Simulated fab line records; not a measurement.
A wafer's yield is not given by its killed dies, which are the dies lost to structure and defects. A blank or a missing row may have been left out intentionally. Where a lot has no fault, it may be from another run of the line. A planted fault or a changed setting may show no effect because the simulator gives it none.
Matching of chambers    flow sky130    SKY_SPACER_ETCHBACK_02 on rie-diel-04 has 4 sister chambers
The step etches Si3N4 in CH3F/O2, stops on SiO2, time 46.7 s, target depth 45 nm. 4 wafers are shown with their chamber, then 7 later ones without.

WAFERS, EACH WITH ITS CHAMBER
wafer   chamber  drypump-motor-current-A (A)
L081.4  3        6.1
L081.6  0        5.7
L087.3  2        6.5
L087.5  1        6.7

WAFERS WITHOUT THEIR CHAMBER
wafer   drypump-motor-current-A (A)
L087.6  6.6
L085.2  6.7
L085.3  5.7
L085.6  6.7
L092.1  6.6
L092.2  6.1
L092.4  6.8

CHAMBER TAKEN BY EACH
wafer   from the rows above      in truth
L087.6  can't be placed: 2 or 1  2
L085.2  1                        1
L085.3  0                        0
L085.6  1                        1
L092.1  can't be placed: 2 or 1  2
L092.2  3                        3
L092.4  1                        1
5 of 7 placed correctly. These rows do not allow placing 2 (true chamber among the candidates in 2). Wrongly placed: 0.
How it was worked out, from the rows above alone: a wafer's distance from a chamber is the root of the sum, over the readings, of the square of ((its reading less the chamber's mean) divided by the reading's scatter). The wafer belongs to the nearest chamber; if the next one is less than 2 further off, it can't be placed. Each chamber's mean is taken over the wafers shown for it. The scatter: root of mean squared gap, hidden wafer to nearest shown wafer, with one shown wafer a chamber.
